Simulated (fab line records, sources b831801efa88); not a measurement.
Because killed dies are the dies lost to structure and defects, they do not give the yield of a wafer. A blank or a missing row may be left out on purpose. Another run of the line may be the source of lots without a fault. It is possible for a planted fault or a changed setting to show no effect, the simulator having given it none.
fab line records + flow sky130
[record]
- lots = 6
- wafers = 18
- lastDay = 51
route steps=708 shown LDD_LDN@302 SPACER@304 POLY_CUT@307 PAD_OPEN@708
lots with no fault: from the same line, run without faults
startH: hours from the record's opening day to when the first of the lot's shown wafers began + waitH: time in hours since the lot's previous step + " unchanged from the row above + L1.1+2: a row that stands for several wafers + - either no value or no given start + * or withheld: withheld + < > ~ a bound
route shown NAME@n: NAME is a module with steps in the file, n the number in the route of the first one + usual: average and standard deviation across the fault-free wafers + same: alike in all rows + chamber/n: place in a boat + sites: per-site readings + _std_site: standard deviation across them + _edge_site: mean of outer sites minus mean of inner sites + radiusMm: how far each site lies from the wafer's centre + mask NAME#n: copy n + behind: tool/chamber where the wafer was last shaped + hold: reason for holding the lot/hours on hold/outcome of the hold + device: names the non-switching transistor (n, p or np) + end of line: tests of these same wafers at the route's end + where a step has no rows: the recipe by itself + killed: not the wafer's yield, but the dies lost to structure and defects at the first sort + map: per-die view of a wafer (x killed, . not killed, _ where there is no die)
set.NAME: the run value of the setting; set.NAME@STEP: its run value at that earlier step + model.NAME: the simulator's own value behind a step, which no gauge read
a table for each step, a row for each wafer; lots at some steps of the route
services: when a tool's chamber went out of use (startH, in hours from the record's first day, below 0 if earlier), for how many hours, and the reason
[[steps]]
[step SKY_LDD_LDN_TW_MEAS_13]
[usual]
- LDD_LDN_TW = 1487/7.5
| lot.wafer | tool         | chamber | startH | waitH | LDD_LDN_TW |
|-----------|--------------|---------|--------|-------|------------|
| L998.2    | filmMetro-02 | -       | 568.78 | 0.1   | 1489       |
| L998.4    | "            | -       | "      | "     | 1484       |
| L998.5    | "            | -       | "      | "     | 1480       |
| L103.4    | filmMetro-02 | -       | 729.40 | 0.1   | 1495       |
| L103.5    | "            | -       | "      | "     | 1494       |
| L103.6    | "            | -       | "      | "     | 1497       |
| L107.2    | filmMetro-01 | -       | 733.48 | 0.1   | 1486       |
| L107.3    | "            | -       | "      | "     | 1488       |
| L107.4    | "            | -       | "      | "     | 1482       |
| L111.1    | filmMetro-02 | -       | 734.37 | 0.1   | 1486       |
| L111.4    | "            | -       | "      | "     | 1490       |
| L111.6    | "            | -       | "      | "     | 1485       |
| L113.1    | filmMetro-02 | -       | 735.22 | 0.1   | 1490       |
| L113.3    | "            | -       | "      | "     | 1491       |
| L113.6    | "            | -       | "      | "     | 1486       |
| L109.1    | filmMetro-01 | -       | 738.77 | 0.1   | 1479       |
| L109.2    | "            | -       | "      | "     | 1484       |
| L109.6    | "            | -       | "      | "     | 1477       |
[step SKY_LDD_LDN_CLEAN_14]
[recipe]
- chemistry = SC1/SC2
- mix = 1:4:20
- tempC = 70
- timeS = 150
- dry = n2Spin
[step SKY_SPACER_CVD_00]
[recipe]
- material = Si3N4
- precursor = DCS/NH3
- targetThkNm = 43.1
- tempC = 770
- timeS = 740
- pressureMtorr = 250
[step SKY_SPACER_THK_MEAS_01]
[recipe]
- reads = Si3N4_of_SPACER_CVD_00
[usual]
- SPACER_CVD_00_THK = 43.1/0.39
| lot.wafer | tool         | chamber | startH | waitH | SPACER_CVD_00_THK[nm] |
|-----------|--------------|---------|--------|-------|-----------------------|
| L998.2    | filmMetro-04 | -       | 570.10 | 0.0   | 42.9                  |
| L998.4    | "            | -       | "      | "     | 43.3                  |
| L998.5    | "            | -       | "      | "     | 43.6                  |
| L103.4    | filmMetro-03 | -       | 732.11 | 0.0   | 43.4                  |
| L103.5    | "            | -       | "      | "     | 43.7                  |
| L103.6    | "            | -       | "      | "     | 43.4                  |
| L107.2    | filmMetro-03 | -       | 735.71 | 0.0   | 43.5                  |
| L107.3    | "            | -       | "      | "     | 43.5                  |
| L107.4    | "            | -       | "      | "     | 43.6                  |
| L111.1    | filmMetro-01 | -       | 735.76 | 0.1   | 43.2                  |
| L111.4    | "            | -       | "      | "     | 42.8                  |
| L111.6    | "            | -       | "      | "     | 43.2                  |
| L113.1    | filmMetro-03 | -       | 736.90 | 0.0   | 42.8                  |
| L113.3    | "            | -       | "      | "     | 42.3                  |
| L113.6    | "            | -       | "      | "     | 42.9                  |
| L109.1    | filmMetro-01 | -       | 740.09 | 0.0   | 42.4                  |
| L109.2    | "            | -       | "      | "     | 42.4                  |
| L109.6    | "            | -       | "      | "     | 42.5                  |
[step SKY_SPACER_ETCHBACK_02]
[recipe]
- chemistry = CH3F/O2
- target = Si3N4
- stopOn = SiO2
- sourceW = 400
- biasW = 80
- pressureMtorr = 25
- ch3fFlowSccm = 40
- O2_flow_sccm = 30
- timeS = 46.7
- targetDepthA = 450
[usual]
- drypumpMotorCurrentA = 5.7/0.52
- oesProductAu = 0.855/0.0066
- throttleValvePct = 10.563/0.0093
| lot.wafer | tool       | chamber | startH | waitH | drypumpMotorCurrentA | oesProductAu | rfHoursCounterH | throttleValvePct |
|-----------|------------|---------|--------|-------|----------------------|--------------|-----------------|------------------|
| L998.2    | rieDiel-01 | 3       | 570.15 | 0.0   | 5.4                  | 0.851        | 69              | 10.568           |
| L998.4    | "          | 3       | "      | "     | 5.5                  | 0.857        | -               | 10.559           |
| L998.5    | "          | 1       | "      | "     | 5.6                  | 0.863        | -               | 10.570           |
| L103.4    | rieDiel-01 | 0       | 732.14 | 0.0   | 6.5                  | 0.855        | 8               | 10.556           |
| L103.5    | "          | 3       | "      | "     | 5.5                  | 0.873        | -               | 10.562           |
| L103.6    | "          | 0       | "      | "     | 6.5                  | 0.861        | -               | 10.548           |
| L107.2    | rieDiel-03 | 1       | 735.76 | 0.0   | 4.7                  | 0.862        | 6               | 10.563           |
| L107.3    | "          | 0       | "      | "     | 5.4                  | 0.865        | 13              | 10.567           |
| L107.4    | "          | 1       | "      | "     | 4.7                  | 0.866        | -               | 10.562           |
| L111.1    | rieDiel-01 | 2       | 735.82 | 0.1   | 6.4                  | 0.853        | 1               | 10.585           |
| L111.4    | "          | 1       | "      | "     | 5.6                  | 0.845        | 14              | 10.570           |
| L111.6    | "          | 3       | "      | "     | 5.5                  | 0.860        | -               | 10.566           |
| L113.1    | rieDiel-01 | 3       | 736.96 | 0.1   | 5.5                  | 0.851        | 2               | 10.563           |
| L113.3    | "          | 0       | "      | "     | 6.5                  | 0.840        | 8               | 10.572           |
| L113.6    | "          | 2       | "      | "     | 6.4                  | 0.856        | -               | 10.558           |
| L109.1    | rieDiel-03 | 1       | 740.15 | 0.1   | 4.7                  | 0.845        | 6               | 10.563           |
| L109.2    | "          | 3       | "      | "     | 5.7                  | 0.853        | 11              | 10.558           |
| L109.6    | "          | 0       | "      | "     | 5.5                  | 0.838        | -               | 10.560           |
[step SKY_POLY_CUT_DEHYDRATE_00]
[recipe]
- tempC = 200
- timeS = 60
[step SKY_POLY_CUT_HMDS_01]
[recipe]
- primeTimeS = 60
- primeTempC = 120
[step SKY_POLY_CUT_COAT_02]
[recipe]
- resist = BARC
- tempC = withheld
- timeS = withheld
- spinRpm = 3000
- resistThkNm = 60
[step SKY_POLY_CUT_COAT_03]
[recipe]
- resist = KrF-thick
- spinRpm = 3000
- resistThkNm = 450
[step SKY_POLY_CUT_SOFTBAKE_04]
[recipe]
- tempC = 100
- timeS = 90
- resist = KrF-thick
[step SKY_POLY_CUT_EXPOSE_05]
[recipe]
- maskId = NPCM
- na = 0.8
- sourceShape = annular
- sigmaInner = 0.55
- sigmaOuter = 0.85
- targetCdNm = 270
- doseMj = 32
[step SKY_POLY_CUT_PEB_06]
[recipe]
- pebTempC = withheld
- pebTimeS = withheld
- resist = KrF-thick
[step SKY_POLY_CUT_DEVELOP_07]
[recipe]
- developTimeS = 60
- resist = KrF-thick
- devTempC = 21
[usual]
- developerTempC = 20.98/0.11
| lot.wafer | tool          | chamber | startH | waitH | developerTempC |
|-----------|---------------|---------|--------|-------|----------------|
| L998.2    | lithoTrack-04 | 0       | 598    | -     | 21.00          |
| L998.4    | "             | 0       | "      | "     | 20.83          |
| L998.5    | "             | 0       | "      | "     | 20.91          |
| L103.4    | lithoTrack-04 | 0       | 759    | -     | 20.94          |
| L103.5    | "             | 0       | "      | "     | 20.90          |
| L103.6    | "             | 0       | "      | "     | 20.93          |
| L107.2    | lithoTrack-03 | 0       | 763    | -     | 21.08          |
| L107.3    | "             | 0       | "      | "     | 20.99          |
| L107.4    | "             | 0       | "      | "     | 21.12          |
| L111.1    | lithoTrack-04 | 0       | 763    | -     | 18.88          |
| L111.4    | "             | 0       | "      | "     | 19.00          |
| L111.6    | "             | 0       | "      | "     | 18.75          |
| L113.1    | lithoTrack-03 | 0       | 763    | -     | 20.93          |
| L113.3    | "             | 0       | "      | "     | 20.94          |
| L113.6    | "             | 0       | "      | "     | 21.04          |
| L109.1    | lithoTrack-04 | 0       | 767    | -     | 18.60          |
| L109.2    | "             | 0       | "      | "     | 18.78          |
| L109.6    | "             | 0       | "      | "     | 18.75          |
[step SKY_POLY_CUT_CD_MEAS_08]
[recipe]
- targetCdNm = 270
[usual]
- cdNm = 269.8/1.4
| lot.wafer | tool     | chamber | startH | waitH | cdNm  |
|-----------|----------|---------|--------|-------|-------|
| L998.2    | cdSem-01 | -       | 598.35 | -     | 271.2 |
| L998.4    | "        | -       | "      | "     | 272.3 |
| L998.5    | "        | -       | "      | "     | 269.7 |
| L103.4    | cdSem-01 | -       | 759.54 | -     | 271.2 |
| L103.5    | "        | -       | "      | "     | 271.9 |
| L103.6    | "        | -       | "      | "     | 269.7 |
| L107.2    | cdSem-01 | -       | 763.36 | -     | 268.9 |
| L107.3    | "        | -       | "      | "     | 268.3 |
| L107.4    | "        | -       | "      | "     | 268.6 |
| L111.1    | cdSem-02 | -       | 763.58 | -     | 268.5 |
| L111.4    | "        | -       | "      | "     | 266.6 |
| L111.6    | "        | -       | "      | "     | 268.2 |
| L113.1    | cdSem-01 | -       | 763.99 | -     | 272.2 |
| L113.3    | "        | -       | "      | "     | 272.8 |
| L113.6    | "        | -       | "      | "     | 270.1 |
| L109.1    | cdSem-02 | -       | 767.48 | -     | 266.6 |
| L109.2    | "        | -       | "      | "     | 267.2 |
| L109.6    | "        | -       | "      | "     | 266.0 |
[step SKY_PAD_OPEN_PROBE_99]
[usual]
- killed_at_M0_to_M3 = 42/7.3
- killed_at_M4_up = 3.4/2
- killedAtContacts = 24/5.6
- killedAtFrontEnd = 16/4.5
- killedAtOther = 0.2/0.51
- killedDies = 86/9.8
- killedOpen = 46/7
- killedShort = 40/6.7
[same]
- grossDies = 492
- killedAtBackSide = 0
| lot.wafer | tool      | chamber | startH  | waitH | killed_at_M0_to_M3 | killed_at_M4_up | killedAtContacts | killedAtFrontEnd | killedAtOther | killedDies | killedOpen | killedShort |
|-----------|-----------|---------|---------|-------|--------------------|-----------------|------------------|------------------|---------------|------------|------------|-------------|
| L998.2    | prober-01 | -       | 1104.50 | 0.1   | 47                 | 3               | 22               | 14               | 0             | 86         | 46         | 40          |
| L998.4    | prober-01 | -       | 1104.60 | 0.2   | 42                 | 3               | 26               | 23               | 0             | 94         | 49         | 45          |
| L998.5    | prober-01 | -       | 1104.65 | 0.2   | 61                 | 5               | 17               | 17               | 0             | 100        | 55         | 45          |
| L107.2    | prober-02 | -       | 1214.56 | 0.1   | 38                 | 1               | 27               | 11               | 0             | 77         | 44         | 33          |
| L107.3    | prober-02 | -       | 1214.61 | 0.2   | 35                 | 8               | 44               | 16               | 0             | 103        | 51         | 52          |
| L107.4    | prober-02 | -       | 1214.66 | 0.2   | 35                 | 7               | 40               | 11               | 0             | 93         | 46         | 47          |
| L111.1    | prober-01 | -       | 1215.40 | 0.1   | 42                 | 6               | 27               | 20               | 0             | 95         | 53         | 42          |
| L111.4    | prober-01 | -       | 1215.55 | 0.2   | 39                 | 3               | 28               | 15               | 0             | 85         | 47         | 38          |
| L111.6    | prober-01 | -       | 1215.65 | 0.2   | 41                 | 3               | 31               | 16               | 0             | 91         | 43         | 46          |
| L109.1    | prober-02 | -       | 1221.93 | 0.1   | 37                 | 4               | 15               | 12               | 0             | 68         | 38         | 30          |
| L109.2    | prober-02 | -       | 1221.98 | 0.1   | 41                 | 4               | 23               | 15               | 0             | 83         | 45         | 37          |
| L109.6    | prober-02 | -       | 1222.18 | 0.2   | 42                 | 7               | 20               | 20               | 0             | 89         | 47         | 42          |
// killed by level:class
L998.2 VIA1:geometricParticle:open=18 LOCAL_INTERCONNECT:geometricParticle:short=7 CONTACT:geometricParticle:open=7 POLY_GATE:geometricParticle:open=6 VIA1:geometricParticle:short=6 VIA3:geometricParticle:short=6 METAL1:geometricParticle:short=5 VIA2:geometricParticle:open=4
L998.4 CONTACT:geometricParticle:open=10 VIA3:geometricParticle:open=10 VIA2:geometricParticle:open=7 FIELD_ISO:geometricParticle:open=6 POLY_GATE:geometricParticle:short=6 METAL2:geometricParticle:short=6 VIA2:geometricParticle:short=5 LI_CONTACT:geometricParticle:open=5
L998.5 VIA3:geometricParticle:open=17 VIA1:geometricParticle:open=11 CONTACT:geometricParticle:open=6 METAL1:geometricParticle:short=6 VIA1:geometricParticle:short=6 POLY_GATE:geometricParticle:short=5 VIA2:geometricParticle:short=5 FIELD_ISO:geometricParticle:open=4
L107.2 VIA1:geometricParticle:open=9 LI_CONTACT:geometricParticle:open=7 LOCAL_INTERCONNECT:geometricParticle:short=7 CONTACT:geometricParticle:open=6 VIA2:geometricParticle:open=5 METAL2:geometricParticle:short=5 VIA3:geometricParticle:open=5 FIELD_ISO:geometricParticle:open=4
L107.3 LI_CONTACT:geometricParticle:open=14 CONTACT:geometricParticle:open=11 CONTACT:geometricParticle:short=10 METAL2:geometricParticle:short=8 VIA1:geometricParticle:open=7 POLY_GATE:geometricParticle:short=6 METAL4:geometricParticle:short=6 VIA3:geometricParticle:open=6
L107.4 CONTACT:geometricParticle:open=16 LI_CONTACT:geometricParticle:open=13 METAL1:geometricParticle:short=9 METAL4:geometricParticle:short=6 CONTACT:geometricParticle:short=5 VIA1:geometricParticle:open=5 LOCAL_INTERCONNECT:geometricParticle:short=4 METAL2:geometricParticle:short=4
L111.1 CONTACT:geometricParticle:open=13 FIELD_ISO:geometricParticle:short=9 VIA3:geometricParticle:open=9 FIELD_ISO:geometricParticle:open=7 LI_CONTACT:geometricParticle:open=7 VIA1:geometricParticle:open=5 METAL2:geometricParticle:short=5 METAL1:geometricParticle:short=4
L111.4 LI_CONTACT:geometricParticle:open=11 CONTACT:geometricParticle:open=8 VIA3:geometricParticle:open=7 VIA2:geometricParticle:open=6 VIA1:geometricParticle:open=6 CONTACT:geometricParticle:short=5 VIA1:geometricParticle:short=5 METAL1:geometricParticle:short=3
L111.6 CONTACT:geometricParticle:short=9 LI_CONTACT:geometricParticle:open=9 CONTACT:geometricParticle:open=9 VIA2:geometricParticle:open=8 METAL2:geometricParticle:short=7 VIA3:geometricParticle:open=7 POLY_GATE:geometricParticle:short=6 VIA1:geometricParticle:open=4
L109.1 VIA3:geometricParticle:open=10 VIA1:geometricParticle:open=7 VIA2:geometricParticle:open=6 FIELD_ISO:geometricParticle:open=5 CONTACT:geometricParticle:open=5 METAL2:geometricParticle:short=5 POLY_GATE:geometricParticle:short=4 LI_CONTACT:geometricParticle:open=4
L109.2 CONTACT:geometricParticle:open=11 METAL2:geometricParticle:short=9 VIA1:geometricParticle:open=8 FIELD_ISO:geometricParticle:short=7 VIA2:geometricParticle:open=7 VIA3:geometricParticle:open=7 LOCAL_INTERCONNECT:geometricParticle:short=5 CONTACT:geometricParticle:short=4
L109.6 FIELD_ISO:geometricParticle:open=8 CONTACT:geometricParticle:open=8 VIA1:geometricParticle:open=8 CONTACT:geometricParticle:short=6 METAL1:geometricParticle:short=6 POLY_GATE:geometricParticle:open=5 VIA1:geometricParticle:short=5 VIA2:geometricParticle:short=5
[[services]]
| tool       | chamber | startH | hours | kind          |
|------------|---------|--------|-------|---------------|
| rieDiel-01 | 0       | 556.31 | 19.0  | repair        |
| rieDiel-01 | 1       | 571.21 | 26.4  | repair        |
| rieDiel-01 | -       | 577.65 | 2.8   | pm            |
| rieDiel-01 | 3       | 597.64 | -     | clean         |
| rieDiel-01 | 3       | 597.64 | 17.7  | scheduledDown |
| rieDiel-01 | 3       | 597.64 | 17.7  | ventCycle     |
| rieDiel-03 | 2       | 610.28 | 4.9   | repair        |
| rieDiel-03 | 3       | 610.54 | 2.5   | repair        |
| rieDiel-01 | 2       | 612.04 | 4.1   | repair        |
| rieDiel-03 | 1       | 635.61 | 20.2  | repair        |
| rieDiel-01 | 2       | 638.99 | -     | clean         |
| rieDiel-01 | 2       | 638.99 | 24.2  | scheduledDown |
| rieDiel-01 | 2       | 638.99 | 24.2  | ventCycle     |
| rieDiel-03 | 1       | 657.44 | 29.3  | repair        |
| rieDiel-03 | 2       | 729.79 | -     | clean         |
| rieDiel-03 | 2       | 729.79 | 20.9  | scheduledDown |
| rieDiel-03 | 2       | 729.79 | 20.9  | ventCycle     |
| rieDiel-01 | 0       | 740.75 | 9.9   | repair        |
| rieDiel-03 | -       | 755.78 | 0.9   | repair        |
[[key]]
[firstSign]
- step = SKY_POLY_CUT_DEVELOP_07
- reading = developerTempC
- direction = down
- sigmas = 21
- usual = *
- struck = *
[effect]
- step = SKY_POLY_CUT_CD_MEAS_08
- reading = cdNm
- direction = down
- sigmas = 1.9
- usual = 269.8
- struck = 267.2
metAt SKY_POLY_CUT_DEVELOP_07
struckWafers L109.1,L109.2,L109.6,L111.1,L111.4,L111.6
testerLeftOut L109,L111
onsetBetween 759 763
[fault]
- kind = processParameterDrift
- tool = lithoTrack-04
- chamber = -
- onsetH = 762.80
- steps = SKY_POLY_CUT_DEVELOP_07
- channel = devTempC
- offset = *
- shape = step
- endH = 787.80
- actsIn = *
- stated = *
// testerLeftOut: of these lots the tester's yield and bins aren't shown, on N5 and GAA mostly nor the transistor test; their killed dies are dies lost to structure and defects alone, not to doping, threshold or leakage, so they don't give the yield
